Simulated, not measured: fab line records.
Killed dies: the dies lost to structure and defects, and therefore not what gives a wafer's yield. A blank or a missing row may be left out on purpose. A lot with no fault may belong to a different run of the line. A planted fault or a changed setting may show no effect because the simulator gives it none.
Which tool is to blame? / flow sky130 / 11 lots with 33 wafers sampled at 4 steps, on a route of 708 steps

## WHAT EACH GAUGE READ, for each wafer
SKY_VT_ADJUST_NCORE_CD_MEAS_07: target cd 380 nm.
lot=L313; measured=day 8 14:58; on=cdSem-01; cdNm (nm)=375.8 378.0 376.9
lot=L317; measured=day 9 13:38; on=cdSem-01; cdNm (nm)=378.0 378.7 377.7
lot=L325; measured=day 12 03:53; on=cdSem-01; cdNm (nm)=380.7 381.3 381.2
lot=L326; measured=day 12 08:17; on=cdSem-01; cdNm (nm)=377.9 377.6 377.3
lot=L328; measured=day 12 23:43; on=cdSem-01; cdNm (nm)=379.9 378.3 377.9
lot=L329; measured=day 13 04:44; on=cdSem-02; cdNm (nm)=377.8 377.2 377.8
lot=L330; measured=day 13 15:20; on=cdSem-01; cdNm (nm)=380.2 380.0 379.0
lot=L331; measured=day 13 20:23; on=cdSem-01; cdNm (nm)=380.9 382.4 381.3
lot=L334; measured=day 14 21:38; on=cdSem-01; cdNm (nm)=380.1 378.8 378.9
lot=L335; measured=day 15 02:34; on=cdSem-01; cdNm (nm)=375.6 379.3 378.5
lot=L336; measured=day 15 11:44; on=cdSem-02; cdNm (nm)=380.1 382.8 381.4

SKY_VT_ADJUST_HVTR_TW_MEAS_11.
lot=L313; measured=day 9 13:07; on=filmMetro-03; VT_ADJUST_HVTR_TW=210.3 210.7 210.3
lot=L317; measured=day 10 13:10; on=filmMetro-04; VT_ADJUST_HVTR_TW=213.5 214.3 213.4
lot=L325; measured=day 13 05:06; on=filmMetro-04; VT_ADJUST_HVTR_TW=213.2 212.2 213.2
lot=L326; measured=day 13 10:19; on=filmMetro-04; VT_ADJUST_HVTR_TW=211.8 211.5 212.7
lot=L328; measured=day 14 02:07; on=filmMetro-04; VT_ADJUST_HVTR_TW=212.4 213.1 213.0
lot=L329; measured=day 14 06:07; on=filmMetro-03; VT_ADJUST_HVTR_TW=210.8 211.1 209.5
lot=L330; measured=day 14 17:50; on=filmMetro-03; VT_ADJUST_HVTR_TW=211.0 209.9 210.0
lot=L331; measured=day 14 22:56; on=filmMetro-03; VT_ADJUST_HVTR_TW=210.7 211.4 210.2
lot=L334; measured=day 16 01:04; on=filmMetro-03; VT_ADJUST_HVTR_TW=210.0 210.8 210.0
lot=L335; measured=day 16 05:53; on=filmMetro-04; VT_ADJUST_HVTR_TW=213.6 212.9 213.4
lot=L336; measured=day 16 15:13; on=filmMetro-03; VT_ADJUST_HVTR_TW=210.8 210.4 210.4

SKY_SONOS_ONO_THK_MEAS_03.
lot=L313; measured=day 11 18:28; on=filmMetro-01; SONOS_ONO_CVD_02_THK (nm)=10.71 10.62 10.63
lot=L317; measured=day 12 16:41; on=filmMetro-04; SONOS_ONO_CVD_02_THK (nm)=17.02 16.91 16.93
lot=L325; measured=day 15 16:29; on=filmMetro-04; SONOS_ONO_CVD_02_THK (nm)=10.59 10.49 10.43
lot=L326; measured=day 17 02:02; on=filmMetro-02; SONOS_ONO_CVD_02_THK (nm)=10.39 10.26 10.46
lot=L328; measured=day 17 02:03; on=filmMetro-04; SONOS_ONO_CVD_02_THK (nm)=10.33 10.48 10.37
lot=L329; measured=day 17 02:07; on=filmMetro-02; SONOS_ONO_CVD_02_THK (nm)=10.44 10.59 10.54
lot=L330; measured=day 17 07:28; on=filmMetro-04; SONOS_ONO_CVD_02_THK (nm)=10.32 10.33 10.36
lot=L331; measured=day 17 07:28; on=filmMetro-01; SONOS_ONO_CVD_02_THK (nm)=10.77 10.58 10.77
lot=L334; measured=day 18 12:44; on=filmMetro-01; SONOS_ONO_CVD_02_THK (nm)=10.68 10.53 10.65
lot=L335; measured=day 18 18:42; on=filmMetro-01; SONOS_ONO_CVD_02_THK (nm)=10.43 10.42 10.37
lot=L336; measured=day 19 03:05; on=filmMetro-04; SONOS_ONO_CVD_02_THK (nm)=10.46 10.52 10.36

## TOOL THAT RAN EACH LOT (tool first, then ch and the chambers of the sampled wafers, then the start)
lot=L313; SKY_SONOS_ONO_CVD_02=lpcvd-02 ch 0, day 11 17:24
lot=L317; SKY_SONOS_ONO_CVD_02=lpcvd-02 ch 1, day 12 15:38
lot=L325; SKY_SONOS_ONO_CVD_02=lpcvd-02 ch 0, day 15 15:26
lot=L326; SKY_SONOS_ONO_CVD_02=lpcvd-02 ch 0, day 17 00:59
lot=L328; SKY_SONOS_ONO_CVD_02=lpcvd-02 ch 1, day 17 00:59
lot=L329; SKY_SONOS_ONO_CVD_02=lpcvd-02 ch 0, day 17 00:59
lot=L330; SKY_SONOS_ONO_CVD_02=lpcvd-02 ch 1, day 17 06:23
lot=L331; SKY_SONOS_ONO_CVD_02=lpcvd-02 ch 1, day 17 06:23
lot=L334; SKY_SONOS_ONO_CVD_02=lpcvd-02 ch 1, day 18 11:40
lot=L335; SKY_SONOS_ONO_CVD_02=lpcvd-02 ch 0, day 18 17:37
lot=L336; SKY_SONOS_ONO_CVD_02=lpcvd-02 ch 0, day 19 02:02
- SKY_SONOS_ONO_CVD_02: deposits Si3N4 from DCS/NH3, target thk 10.5 nm, time 180 s.

## AS READ BY THE TOOLS THEMSELVES (means over the sampled wafers that have a number; for cases with no such wafer, the mark the record gives instead)
SKY_SONOS_ONO_CVD_02.
lot=L313; tool=lpcvd-02; spikeTcBottomC (C)=784.1; spikeTcCentreC (C)=768.8; spikeTcLowerC (C)=770.6; spikeTcTopC (C)=781.0; spikeTcUpperC (C)=768.9; susceptorTempC (C)=770.0; zonePowerBottomPct (%)=20.8
lot=L317; tool=lpcvd-02; spikeTcBottomC (C)=812.2; spikeTcCentreC (C)=795.3; spikeTcLowerC (C)=796.8; spikeTcTopC (C)=810.5; spikeTcUpperC (C)=796.9; susceptorTempC (C)=795.3; zonePowerBottomPct (%)=24.6
lot=L325; tool=lpcvd-02; spikeTcBottomC (C)=784.5; spikeTcCentreC (C)=770.0; spikeTcLowerC (C)=771.2; spikeTcTopC (C)=780.0; spikeTcUpperC (C)=767.6; susceptorTempC (C)=769.9; zonePowerBottomPct (%)=20.7
lot=L326; tool=lpcvd-02; spikeTcBottomC (C)=784.9; spikeTcCentreC (C)=769.5; spikeTcLowerC (C)=770.4; spikeTcTopC (C)=780.8; spikeTcUpperC (C)=769.1; susceptorTempC (C)=770.0; zonePowerBottomPct (%)=20.7
lot=L328; tool=lpcvd-02; spikeTcBottomC (C)=787.1; spikeTcCentreC (C)=770.2; spikeTcLowerC (C)=770.9; spikeTcTopC (C)=784.6; spikeTcUpperC (C)=770.1; susceptorTempC (C)=770.2; zonePowerBottomPct (%)=23.2
lot=L329; tool=lpcvd-02; spikeTcBottomC (C)=785.1; spikeTcCentreC (C)=770.4; spikeTcLowerC (C)=770.3; spikeTcTopC (C)=780.6; spikeTcUpperC (C)=769.4; susceptorTempC (C)=769.9; zonePowerBottomPct (%)=21.0
lot=L330; tool=lpcvd-02; spikeTcBottomC (C)=786.9; spikeTcCentreC (C)=769.6; spikeTcLowerC (C)=770.7; spikeTcTopC (C)=785.2; spikeTcUpperC (C)=769.9; susceptorTempC (C)=769.9; zonePowerBottomPct (%)=23.3
lot=L331; tool=lpcvd-02; spikeTcBottomC (C)=788.3; spikeTcCentreC (C)=769.2; spikeTcLowerC (C)=770.6; spikeTcTopC (C)=784.8; spikeTcUpperC (C)=769.7; susceptorTempC (C)=769.6; zonePowerBottomPct (%)=23.3
lot=L334; tool=lpcvd-02; spikeTcBottomC (C)=787.1; spikeTcCentreC (C)=769.0; spikeTcLowerC (C)=770.3; spikeTcTopC (C)=784.2; spikeTcUpperC (C)=770.0; susceptorTempC (C)=770.3; zonePowerBottomPct (%)=23.1
lot=L335; tool=lpcvd-02; spikeTcBottomC (C)=784.4; spikeTcCentreC (C)=770.3; spikeTcLowerC (C)=770.8; spikeTcTopC (C)=781.5; spikeTcUpperC (C)=768.7; susceptorTempC (C)=770.2; zonePowerBottomPct (%)=20.8
lot=L336; tool=lpcvd-02; spikeTcBottomC (C)=785.9; spikeTcCentreC (C)=769.9; spikeTcLowerC (C)=770.5; spikeTcTopC (C)=780.2; spikeTcUpperC (C)=769.4; susceptorTempC (C)=769.4; zonePowerBottomPct (%)=20.8

## THE ANSWER, worked out from the rows above alone
Rule: the usual values come from the lots themselves. The widest of any qualifying gaps counts: lots, ordered by their means at a reading, are off when they make up no more than a third of the lots, leave a main group of 4 or more, and stand apart from it by 3 or more times the standard deviation of that group's means. A main group whose means are all the same, to the digits that the tables above print for the reading, isn't used. Also off: a lot with no number at a reading for which 4 or more lots have one. Where the step has rows for the other lots, those lots are counted as sound. First the gauges in route order, then the tools' own readings, where a lot's mean is used as printed above. The first step at which some lot is off is used, and at that step the reading that is off furthest; a lot without a number counts as furthest.
Off: L317, at SKY_SONOS_ONO_THK_MEAS_03 (SONOS_ONO_CVD_02_THK). The main group has a mean of 10.50 nm with a standard deviation of 0.12.
A tool fits if, at a process step before that reading, it ran every lot that is off, and no sound lot after the first of them. Not tried: the gauges at SKY_SONOS_ONO_THK_MEAS_03; whatever is off there is also off at SKY_SONOS_ONO_CVD_02, on other tools, and gauge error can't account for it. No candidate that was tried fits.

## WHAT HAD BEEN PUT IN BY THE SIMULATOR
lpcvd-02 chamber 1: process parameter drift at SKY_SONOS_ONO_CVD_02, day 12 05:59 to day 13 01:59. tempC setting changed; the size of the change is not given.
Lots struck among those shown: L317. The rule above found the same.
